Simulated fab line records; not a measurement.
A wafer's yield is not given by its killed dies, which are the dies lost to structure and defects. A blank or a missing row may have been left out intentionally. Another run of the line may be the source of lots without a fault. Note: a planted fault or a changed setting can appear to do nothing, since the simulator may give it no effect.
fab line records + flow gf180mcu
record
- lots=6
- wafers=18
- lastDay=34
route steps=602 shown V4@498 MIM@503
lots untouched by any fault: they come from a run of this same line in which no faults occurred
startH: the number of hours between the record's first day and the start of the first shown wafer of the lot + waitH: hours since the lot's step before + " identical to the entry in the row above + L1.1+2: several wafers, shown together as one row + - either no value or no given start + * or withheld: withheld + < > ~ a bound
route shown NAME@n: a module of which the file shows steps, and the number in the route of the first + usual: mean and standard deviation over wafers with no fault + same: alike in all rows + chamber/n: place in a boat + sites: each site's reading + _std_site: the standard deviation of these + _edge_site: inner sites' mean taken away from outer sites' mean + radiusMm: how far each site lies from the wafer's centre + mask NAME#n: copy n + behind: the last tool/chamber to shape the wafer + hold: the reason the lot was held/the length of the hold in hours/how it ended + device: whichever transistor did not switch (one of n, p or np) + end of line: tests of these same wafers at the route's end + for a step that has no rows: nothing shown but its recipe + killed: dies that structure and defects cost at the first sort, which is not the same as the wafer's yield + map: a wafer's dies, marking killed ones x, the rest . and places with no die _
set.NAME: the run value of the setting; set.NAME@STEP: its run value at that earlier step + model.NAME: the simulator's own value behind a step, which no gauge read
lots seen at some steps along the route; tables by step, rows by wafer
services: a tool's chamber out of use, with start hour (startH, from the record's first day; less than 0 if before it), hours out, and reason
## steps
# step GF_V4_SPUTTER_22
# recipe
- material=TiN
- targetThkNm=10
- chamberPressurePa=5
- powerW=4000
- timeS=40
# usual
- cathodeDcPowerW=4000.0/0.67
- chamberPressurePa=5.000/0.01
- throttleValvePct=30.4/0.98
| lot.wafer | tool          | chamber | startH | waitH | cathodeDcPowerW | chamberPressurePa | throttleValvePct |
|-----------|---------------|---------|--------|-------|-----------------|-------------------|------------------|
| L460.3    | pvdSputter-04 | -       | 612.15 | 0.0   | 3999.4          | 5.014             | 31.3             |
| L460.4    | "             | -       | "      | "     | 4000.7          | 4.993             | 31.7             |
| L460.5    | "             | -       | "      | "     | 4000.5          | 4.994             | 31.5             |
| L464.3    | pvdSputter-04 | -       | 642.02 | 0.0   | 4000.5          | 4.994             | 31.7             |
| L464.4    | "             | -       | "      | "     | 4000.6          | 4.989             | 31.3             |
| L464.5    | "             | -       | "      | "     | 3999.6          | 4.988             | 31.4             |
| L469.3    | pvdSputter-03 | -       | 679.93 | 0.0   | 3999.9          | 4.994             | 28.6             |
| L469.5    | "             | -       | "      | "     | 3998.7          | 4.991             | 30.6             |
| L469.6    | "             | -       | "      | "     | 4000.3          | 5.003             | 31.3             |
| L470.1    | pvdSputter-01 | -       | 685.78 | 0.0   | 4000.0          | 4.995             | 30.6             |
| L470.2    | "             | -       | "      | "     | 3999.6          | 4.993             | 30.3             |
| L470.5    | "             | -       | "      | "     | 3999.5          | 5.016             | 30.4             |
| L475.3    | pvdSputter-04 | -       | 718.88 | 0.0   | 4000.9          | 5.006             | 30.0             |
| L475.5    | "             | -       | "      | "     | 3999.8          | 5.004             | 30.1             |
| L475.6    | "             | -       | "      | "     | 4000.6          | 5.001             | 31.6             |
| L477.1    | pvdSputter-03 | -       | 733.28 | 0.0   | 3999.9          | 4.984             | 30.8             |
| L477.5    | "             | -       | "      | "     | 3999.2          | 5.017             | 29.4             |
| L477.6    | "             | -       | "      | "     | 3999.8          | 4.990             | 28.5             |
# step GF_V4_CVD_23
# recipe
- material=W
- targetThkNm=350
- timeS=104.9
- tempC=400
- pressureTorr=40
# usual
- chamberPressureTorr=40.00/0.088
- heaterPowerW=883/73
| lot.wafer | tool    | chamber | startH | waitH | chamberPressureTorr | heaterPowerW |
|-----------|---------|---------|--------|-------|---------------------|--------------|
| L460.3    | cvdW-02 | 1       | 612.23 | 0.1   | 39.93               | 924          |
| L460.4    | "       | 0       | "      | "     | 40.05               | 973          |
| L460.5    | "       | 1       | "      | "     | 40.03               | 912          |
| L464.3    | cvdW-01 | 0       | 642.09 | 0.1   | 39.99               | 880          |
| L464.4    | "       | 1       | "      | "     | 39.91               | 779          |
| L464.5    | "       | 0       | "      | "     | 39.98               | 876          |
| L469.3    | cvdW-01 | 1       | 680.04 | 0.1   | 40.06               | 783          |
| L469.5    | "       | 1       | "      | "     | 40.18               | 767          |
| L469.6    | "       | 1       | "      | "     | 39.91               | 767          |
| L470.1    | cvdW-02 | 1       | 685.81 | 0.0   | 39.96               | 943          |
| L470.2    | "       | 0       | "      | "     | 40.05               | 936          |
| L470.5    | "       | 1       | "      | "     | 39.94               | 921          |
| L475.3    | cvdW-02 | 1       | 718.95 | 0.1   | 40.10               | 952          |
| L475.5    | "       | 1       | "      | "     | 40.09               | 934          |
| L475.6    | "       | 0       | "      | "     | 39.90               | 960          |
| L477.1    | cvdW-01 | 1       | 733.32 | 0.0   | 40.05               | 780          |
| L477.5    | "       | 0       | "      | "     | 39.98               | 892          |
| L477.6    | "       | 1       | "      | "     | 39.93               | 793          |
# step GF_V4_RS_MEAS_24
# recipe
- thkMeasGauge=four-point-probe
- reads=W_of_V4_CVD_23+TiN_of_V4_SPUTTER_22+Ti_of_V4_SPUTTER_21
# usual
- V4_W_RS=0.328/0.0043
| lot.wafer | tool         | chamber | startH | waitH | V4_W_RS[ohm/sq] |
|-----------|--------------|---------|--------|-------|-----------------|
| L460.3    | filmMetro-02 | -       | 612.34 | 0.1   | 0.324           |
| L460.4    | "            | -       | "      | "     | 0.326           |
| L460.5    | "            | -       | "      | "     | 0.321           |
| L464.3    | filmMetro-03 | -       | 642.21 | 0.1   | 0.324           |
| L464.4    | "            | -       | "      | "     | 0.333           |
| L464.5    | "            | -       | "      | "     | 0.328           |
| L469.3    | filmMetro-03 | -       | 680.23 | 0.2   | 0.336           |
| L469.5    | "            | -       | "      | "     | 0.333           |
| L469.6    | "            | -       | "      | "     | 0.335           |
| L470.1    | filmMetro-02 | -       | 685.93 | 0.1   | 0.327           |
| L470.2    | "            | -       | "      | "     | 0.326           |
| L470.5    | "            | -       | "      | "     | 0.326           |
| L475.3    | filmMetro-02 | -       | 719.08 | 0.1   | 0.325           |
| L475.5    | "            | -       | "      | "     | 0.324           |
| L475.6    | "            | -       | "      | "     | 0.328           |
| L477.1    | filmMetro-02 | -       | 733.43 | 0.1   | 0.330           |
| L477.5    | "            | -       | "      | "     | 0.327           |
| L477.6    | "            | -       | "      | "     | 0.329           |
# step GF_V4_THK_MEAS_25
# recipe
- thkMeasGauge=xrf
- reads=W_of_V4_CVD_23
# usual
- V4_W_THK=345/5.3
| lot.wafer | tool         | chamber | startH | waitH | V4_W_THK[nm] |
|-----------|--------------|---------|--------|-------|--------------|
| L460.3    | filmMetro-02 | -       | 612.44 | 0.1   | 352          |
| L460.4    | "            | -       | "      | "     | 352          |
| L460.5    | "            | -       | "      | "     | 356          |
| L464.3    | filmMetro-03 | -       | 642.31 | 0.1   | 352          |
| L464.4    | "            | -       | "      | "     | 345          |
| L464.5    | "            | -       | "      | "     | 349          |
| L469.3    | filmMetro-03 | -       | 680.33 | 0.1   | 336          |
| L469.5    | "            | -       | "      | "     | 338          |
| L469.6    | "            | -       | "      | "     | 336          |
| L470.1    | filmMetro-02 | -       | 686.05 | 0.1   | 348          |
| L470.2    | "            | -       | "      | "     | 349          |
| L470.5    | "            | -       | "      | "     | 349          |
| L475.3    | filmMetro-02 | -       | 719.18 | 0.1   | 345          |
| L475.5    | "            | -       | "      | "     | 348          |
| L475.6    | "            | -       | "      | "     | 344          |
| L477.1    | filmMetro-02 | -       | 733.55 | 0.1   | 345          |
| L477.5    | "            | -       | "      | "     | 348          |
| L477.6    | "            | -       | "      | "     | 345          |
# step GF_V4_CMP_26
# recipe
- stopOn=SiO2
- downForcePsi=3.5
- platenRpm=60
- tOverpolishS=15
- targetThkNm=0
- padVelocityMS=0.94248
# step GF_MIM_SPUTTER_00
# recipe
- material=Ti
- targetThkNm=37.5
- arrivingIonEnergyEv=80
- substrateTempC=200
- chamberPressurePa=2
- powerW=4000
- timeS=150
# usual
- cathodeDcPowerW=4000.0/0.69
- chamberPressurePa=2.000/0.0041
- throttleValvePct=30.5/1.1
| lot.wafer | tool          | chamber | startH | waitH | cathodeDcPowerW | chamberPressurePa | throttleValvePct |
|-----------|---------------|---------|--------|-------|-----------------|-------------------|------------------|
| L460.3    | pvdSputter-02 | -       | 612.78 | 0.2   | 3999.7          | 1.997             | 31.8             |
| L460.4    | "             | -       | "      | "     | 4000.0          | 1.999             | 31.3             |
| L460.5    | "             | -       | "      | "     | 3998.9          | 1.999             | 31.3             |
| L464.3    | pvdSputter-02 | -       | 642.65 | 0.1   | 3999.4          | 1.995             | 31.3             |
| L464.4    | "             | -       | "      | "     | 4001.0          | 1.999             | 31.8             |
| L464.5    | "             | -       | "      | "     | 4000.8          | 2.003             | 30.4             |
| L469.3    | pvdSputter-03 | -       | 680.67 | 0.2   | 4000.3          | 2.002             | 31.2             |
| L469.5    | "             | -       | "      | "     | 3999.7          | 2.005             | 29.7             |
| L469.6    | "             | -       | "      | "     | 4000.4          | 1.995             | 30.8             |
| L470.1    | pvdSputter-03 | -       | 686.41 | 0.2   | 4001.1          | 2.003             | 28.6             |
| L470.2    | "             | -       | "      | "     | 4000.9          | 1.999             | 31.4             |
| L470.5    | "             | -       | "      | "     | 3999.1          | 2.004             | 28.5             |
| L475.3    | pvdSputter-04 | -       | 719.75 | 0.1   | 4000.1          | 1.998             | 30.1             |
| L475.5    | "             | -       | "      | "     | 4000.0          | 2.001             | 28.7             |
| L475.6    | "             | -       | "      | "     | 3999.7          | 2.004             | 31.6             |
| L477.1    | pvdSputter-04 | -       | 734.07 | 0.1   | 4000.6          | 2.001             | 28.6             |
| L477.5    | "             | -       | "      | "     | 3998.5          | 1.998             | 31.6             |
| L477.6    | "             | -       | "      | "     | 4000.5          | 2.001             | 28.8             |
# step GF_MIM_SPUTTER_01
# recipe
- material=TiN
- targetThkNm=30
- powerW=6500
- timeS=25
- chamberPressurePa=0.4
# step GF_MIM_SPUTTER_02
# recipe
- material=AlCu
- targetThkNm=450
- powerW=10600
- timeS=23.9
- chamberPressurePa=0.4
# step GF_MIM_SPUTTER_03
# recipe
- material=Ti
- targetThkNm=10
- substrateTempC=300
- chamberPressurePa=0.3
- powerW=3000
- timeS=6.7
# step GF_MIM_SPUTTER_04
# recipe
- material=TiN
- targetThkNm=50
- powerW=6500
- timeS=41.7
- chamberPressurePa=0.4
# usual
- cathodeDcPowerW=6500.0/1.1
- chamberPressurePa=0.3999/0.00073
- throttleValvePct=30.5/1.1
| lot.wafer | tool          | chamber | startH | waitH | cathodeDcPowerW | chamberPressurePa | throttleValvePct |
|-----------|---------------|---------|--------|-------|-----------------|-------------------|------------------|
| L460.3    | pvdSputter-02 | -       | 612.97 | 0.0   | 6501.0          | 0.4000            | 31.7             |
| L460.4    | "             | -       | "      | "     | 6500.2          | 0.4000            | 31.4             |
| L460.5    | "             | -       | "      | "     | 6502.5          | 0.4007            | 31.0             |
| L464.3    | pvdSputter-02 | -       | 642.83 | 0.0   | 6498.3          | 0.4001            | 31.1             |
| L464.4    | "             | -       | "      | "     | 6500.3          | 0.3998            | 31.6             |
| L464.5    | "             | -       | "      | "     | 6498.8          | 0.3999            | 30.3             |
| L469.3    | pvdSputter-03 | -       | 680.85 | 0.0   | 6498.5          | 0.3998            | 31.3             |
| L469.5    | "             | -       | "      | "     | 6500.8          | 0.4014            | 29.6             |
| L469.6    | "             | -       | "      | "     | 6499.9          | 0.3997            | 30.5             |
| L470.1    | pvdSputter-03 | -       | 686.59 | 0.0   | 6500.3          | 0.3993            | 28.4             |
| L470.2    | "             | -       | "      | "     | 6499.4          | 0.4006            | 31.3             |
| L470.5    | "             | -       | "      | "     | 6498.8          | 0.3984            | 28.5             |
| L475.3    | pvdSputter-04 | -       | 719.93 | 0.0   | 6498.5          | 0.4006            | 30.0             |
| L475.5    | "             | -       | "      | "     | 6499.3          | 0.3999            | 28.8             |
| L475.6    | "             | -       | "      | "     | 6500.0          | 0.3992            | 31.4             |
| L477.1    | pvdSputter-04 | -       | 734.25 | 0.0   | 6500.0          | 0.4002            | 28.9             |
| L477.5    | "             | -       | "      | "     | 6499.8          | 0.4004            | 31.4             |
| L477.6    | "             | -       | "      | "     | 6499.2          | 0.4003            | 29.1             |
# step GF_MIM_CVD_05
# recipe
- material=Si3N4
- targetThkNm=42
- tempMaxC=400
- tempC=385
- timeS=29.086
- rfW=450
# step GF_MIM_THK_MEAS_06
# recipe
- reads=Si3N4_of_MIM_CVD_05
# usual
- MIM_CVD_05_THK=42.0/0.55
| lot.wafer | tool         | chamber | startH | waitH | MIM_CVD_05_THK[nm] |
|-----------|--------------|---------|--------|-------|--------------------|
| L460.3    | filmMetro-01 | -       | 613.06 | 0.0   | 40.7               |
| L460.4    | "            | -       | "      | "     | 42.2               |
| L460.5    | "            | -       | "      | "     | 41.7               |
| L464.3    | filmMetro-02 | -       | 642.92 | 0.0   | 42.0               |
| L464.4    | "            | -       | "      | "     | 42.9               |
| L464.5    | "            | -       | "      | "     | 42.8               |
| L469.3    | filmMetro-02 | -       | 680.94 | 0.0   | 41.4               |
| L469.5    | "            | -       | "      | "     | 42.8               |
| L469.6    | "            | -       | "      | "     | 42.0               |
| L470.1    | filmMetro-02 | -       | 686.66 | 0.0   | 41.7               |
| L470.2    | "            | -       | "      | "     | 41.9               |
| L470.5    | "            | -       | "      | "     | 42.2               |
| L475.3    | filmMetro-03 | -       | 720.02 | 0.0   | 41.5               |
| L475.5    | "            | -       | "      | "     | 42.6               |
| L475.6    | "            | -       | "      | "     | 42.3               |
| L477.1    | filmMetro-01 | -       | 734.32 | 0.0   | 41.5               |
| L477.5    | "            | -       | "      | "     | 42.1               |
| L477.6    | "            | -       | "      | "     | 42.2               |
# step GF_MIM_SPUTTER_07
# recipe
- material=TiN
- targetThkNm=60
- powerW=6500
- timeS=50
- chamberPressurePa=0.4
# usual
- cathodeDcPowerW=6500.1/1.2
- chamberPressurePa=0.4001/0.00073
- throttleValvePct=30.8/1.1
| lot.wafer | tool          | chamber | startH | waitH | cathodeDcPowerW | chamberPressurePa | throttleValvePct |
|-----------|---------------|---------|--------|-------|-----------------|-------------------|------------------|
| L460.3    | pvdSputter-04 | -       | 613.10 | 0.0   | 6498.5          | 0.4006            | 30.3             |
| L460.4    | "             | -       | "      | "     | 6499.3          | 0.4009            | 31.3             |
| L460.5    | "             | -       | "      | "     | 6500.7          | 0.3997            | 31.7             |
| L464.3    | pvdSputter-03 | -       | 642.96 | 0.0   | 6500.1          | 0.3996            | 30.8             |
| L464.4    | "             | -       | "      | "     | 6500.4          | 0.3993            | 28.4             |
| L464.5    | "             | -       | "      | "     | 6501.2          | 0.4001            | 28.5             |
| L469.3    | pvdSputter-02 | -       | 680.98 | 0.0   | -               | -                 | -                |
| L469.5    | "             | -       | "      | "     | -               | -                 | -                |
| L469.6    | "             | -       | "      | "     | -               | -                 | -                |
| L470.1    | pvdSputter-04 | -       | 686.72 | 0.1   | -               | -                 | -                |
| L470.2    | "             | -       | "      | "     | -               | -                 | -                |
| L470.5    | "             | -       | "      | "     | -               | -                 | -                |
| L475.3    | pvdSputter-03 | -       | 720.06 | 0.0   | 6499.8          | 0.3994            | 30.5             |
| L475.5    | "             | -       | "      | "     | 6498.7          | 0.4005            | 30.5             |
| L475.6    | "             | -       | "      | "     | 6500.8          | 0.3995            | 31.3             |
| L477.1    | pvdSputter-03 | -       | 734.38 | 0.1   | 6501.2          | 0.4010            | 28.4             |
| L477.5    | "             | -       | "      | "     | 6499.6          | 0.4010            | 29.5             |
| L477.6    | "             | -       | "      | "     | 6501.1          | 0.4006            | 28.8             |
# step GF_MIM_SPUTTER_08
# recipe
- material=AlCu
- targetThkNm=200
- powerW=10600
- timeS=10.6
- chamberPressurePa=0.4
# usual
- cathodeDcPowerW=10600/1.8
- chamberPressurePa=0.4001/0.00088
- throttleValvePct=30.7/1.1
| lot.wafer | tool          | chamber | startH | waitH | cathodeDcPowerW | chamberPressurePa | throttleValvePct |
|-----------|---------------|---------|--------|-------|-----------------|-------------------|------------------|
| L460.3    | pvdSputter-04 | -       | 613.14 | 0.0   | 10602           | 0.3993            | 30.0             |
| L460.4    | "             | -       | "      | "     | 10599           | 0.3993            | 31.4             |
| L460.5    | "             | -       | "      | "     | 10601           | 0.4008            | 31.4             |
| L464.3    | pvdSputter-03 | -       | 643.01 | 0.0   | 10597           | 0.3990            | 30.7             |
| L464.4    | "             | -       | "      | "     | 10603           | 0.4005            | 28.3             |
| L464.5    | "             | -       | "      | "     | 10600           | 0.3999            | 28.5             |
| L469.3    | pvdSputter-02 | -       | 681.03 | 0.0   | 10601           | 0.4009            | 31.1             |
| L469.5    | "             | -       | "      | "     | 10601           | 0.4000            | 30.1             |
| L469.6    | "             | -       | "      | "     | 10597           | 0.3999            | 31.8             |
| L470.1    | pvdSputter-04 | -       | 686.77 | 0.0   | 10600           | 0.4002            | 31.7             |
| L470.2    | "             | -       | "      | "     | 10602           | 0.4008            | 31.5             |
| L470.5    | "             | -       | "      | "     | 10603           | 0.4012            | 28.6             |
| L475.3    | pvdSputter-03 | -       | 720.11 | 0.0   | 10596           | 0.3992            | 30.7             |
| L475.5    | "             | -       | "      | "     | 10598           | 0.3989            | 30.5             |
| L475.6    | "             | -       | "      | "     | 10600           | 0.3994            | 31.5             |
| L477.1    | pvdSputter-03 | -       | 734.43 | 0.0   | 10601           | 0.4010            | 28.6             |
| L477.5    | "             | -       | "      | "     | 10600           | 0.3986            | 29.4             |
| L477.6    | "             | -       | "      | "     | 10602           | 0.3999            | 28.3             |
# step GF_MIM_SPUTTER_09
# recipe
- material=TiN
- targetThkNm=35
- powerW=6500
- timeS=29.2
- chamberPressurePa=0.4
# step GF_MIM_DEHYDRATE_12
# recipe
- tempC=200
- timeS=60
# step GF_MIM_HMDS_13
# recipe
- primeTimeS=60
- primeTempC=120
# step GF_MIM_COAT_14
# recipe
- resist=NOVOLAK
- spinRpm=3000
- resistThkNm=1000
# step GF_MIM_SOFTBAKE_15
# recipe
- tempC=90
- timeS=60
- resist=NOVOLAK
# step GF_MIM_EXPOSE_16
# recipe
- maskId=FuseTop
- targetCdNm=2000
- na=0.6
- sourceShape=conventional
- sigmaOuter=0.6
- doseMj=140
# step GF_MIM_PEB_17
# recipe
- tempC=withheld
- timeS=*
- resist=NOVOLAK
# step GF_MIM_DEVELOP_18
# recipe
- developTimeS=60
- devTempC=23
# step GF_MIM_METAL_ETCH_19
# recipe
- chemistry=Cl2/BCl3
- maskMaterial=NOVOLAK
- stopOn=Si3N4
- targetDepthNm=324.5
- pressureMtorr=8
- icpW=800
- biasW=140
- Cl2_flow_sccm=80
- bcl3FlowSccm=40
- timeS=54.1
# usual
- chamberPressureMTorr=8.000/0.0067
- drypumpMotorCurrentA=5.7/0.33
- oesProductAu=0.941/0.0066
- throttleValvePct=28.284/0.01
| lot.wafer | tool        | chamber | startH | waitH | chamberPressureMTorr | drypumpMotorCurrentA | oesProductAu | rfHoursCounterH | throttleValvePct |
|-----------|-------------|---------|--------|-------|----------------------|----------------------|--------------|-----------------|------------------|
| L460.3    | rieMetal-04 | 1       | 633.53 | 0.1   | 7.992                | 5.5                  | 0.939        | -               | 28.285           |
| L460.4    | "           | 1       | "      | "     | 7.999                | 5.5                  | 0.944        | -               | 28.293           |
| L460.5    | "           | 1       | "      | "     | 8.005                | 5.5                  | 0.937        | -               | 28.289           |
| L464.3    | rieMetal-01 | 1       | 662.50 | 0.1   | 7.995                | 5.0                  | 0.927        | -               | 28.286           |
| L464.4    | "           | 0       | "      | "     | 7.997                | 6.2                  | 0.935        | -               | 28.291           |
| L464.5    | "           | 0       | "      | "     | 7.993                | 6.3                  | 0.932        | -               | 28.293           |
| L469.3    | rieMetal-04 | 0       | 699.65 | 0.1   | 8.005                | 5.6                  | 0.994        | -               | 28.244           |
| L469.5    | "           | 1       | "      | "     | 8.000                | 5.5                  | 0.994        | -               | 28.226           |
| L469.6    | "           | 0       | "      | "     | 7.995                | 5.7                  | 0.992        | -               | 28.225           |
| L470.1    | rieMetal-01 | 1       | 705.31 | 0.1   | 8.000                | 5.0                  | 0.993        | 3               | 28.219           |
| L470.2    | "           | 0       | "      | "     | 8.001                | 6.3                  | 0.993        | 13              | 28.215           |
| L470.5    | "           | 0       | "      | "     | 7.987                | 6.3                  | 1.004        | -               | 28.231           |
| L475.3    | rieMetal-03 | 0       | 737.55 | 0.1   | 7.986                | 5.7                  | 0.938        | -               | 28.299           |
| L475.5    | "           | 1       | "      | "     | 8.014                | 5.7                  | 0.944        | -               | 28.259           |
| L475.6    | "           | 0       | "      | "     | 8.006                | 5.7                  | 0.956        | -               | 28.268           |
| L477.1    | rieMetal-04 | 0       | 751.61 | 0.1   | 8.001                | 5.6                  | 0.941        | 4               | 28.281           |
| L477.5    | "           | 0       | "      | "     | 7.998                | 5.7                  | 0.947        | -               | 28.298           |
| L477.6    | "           | 0       | "      | "     | 7.996                | 5.7                  | 0.941        | -               | 28.296           |
# step GF_MIM_STRIP_20
# recipe
- chemistry=O2/N2
- powerW=1400
- pressureMtorr=1500
- platenTempC=250
- o2FlowSccm=3000
- n2FlowSccm=300
- overashFraction=0.5
## services
| tool          | chamber | startH | hours | kind                  |
|---------------|---------|--------|-------|-----------------------|
| rieMetal-01   | 0       | 604.34 | 2.3   | repair                |
| pvdSputter-03 | -       | 609.95 | 7.4   | repair                |
| pvdSputter-03 | -       | 614.79 | 6.3   | repair                |
| rieMetal-04   | 0       | 621.54 | -     | clean                 |
| rieMetal-04   | 0       | 621.54 | 18.6  | scheduledDown         |
| pvdSputter-02 | -       | 649.45 | 1.7   | repair                |
| pvdSputter-03 | -       | 659.16 | 2.1   | repair                |
| pvdSputter-02 | 1       | 660.78 | -     | consumableReplace:kit |
| pvdSputter-02 | 1       | 660.78 | 18.0  | scheduledDown         |
| pvdSputter-02 | 1       | 660.78 | 18.0  | ventCycle             |
| cvdW-02       | -       | 661.41 | 2.8   | pm                    |
| pvdSputter-02 | -       | 673.94 | 5.4   | repair                |
| cvdW-01       | 0       | 676.88 | 3.3   | repair                |
| pvdSputter-03 | 3       | 686.63 | -     | consumableReplace:kit |
| pvdSputter-03 | 3       | 686.63 | 18.0  | scheduledDown         |
| pvdSputter-03 | 3       | 686.63 | 18.0  | ventCycle             |
| pvdSputter-03 | -       | 696.49 | 2.0   | repair                |
| rieMetal-01   | 0       | 699.67 | 2.9   | repair                |
| cvdW-02       | -       | 705.28 | 4.0   | pm                    |
| pvdSputter-04 | 3       | 707.41 | -     | consumableReplace:kit |
| pvdSputter-04 | 3       | 707.41 | 18.0  | scheduledDown         |
| pvdSputter-04 | 3       | 707.41 | 18.0  | ventCycle             |
| cvdW-01       | -       | 712.70 | 6.0   | pm                    |
| pvdSputter-04 | -       | 713.63 | 0.9   | repair                |
## key
firstSign
- step=GF_MIM_SPUTTER_07
- reading=toolRecord
- direction=missing
effect
- step=GF_MIM_METAL_ETCH_19
- reading=oesProductAu
- direction=up
- sigmas=8.3
- usual=0.941
- struck=0.995
metAt GF_MIM_SPUTTER_07
struckWafers L469.3,L469.5,L469.6,L470.1,L470.2,L470.5
laterRowsLeftOut L469.3,L469.5,L469.6,L470.1,L470.2,L470.5
sortLeftOut L469.3,L469.5,L469.6,L470.1,L470.2,L470.5
onsetBetween 613.10 680.98
fault
- kind=skippedStepWhole
- tool=pvdSputter-02,pvdSputter-04
- chamber=-
- onsetH=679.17
- steps=GF_MIM_SPUTTER_07
- scope=struckLotsOnly
# sortLeftOut: the simulated sort isn't trusted on such a fault, so these wafers' sort isn't shown, and their yield isn't known
# laterRowsLeftOut: the simulator's readings of these wafers behind a module that went badly wrong aren't trusted and aren't shown, but for the sort
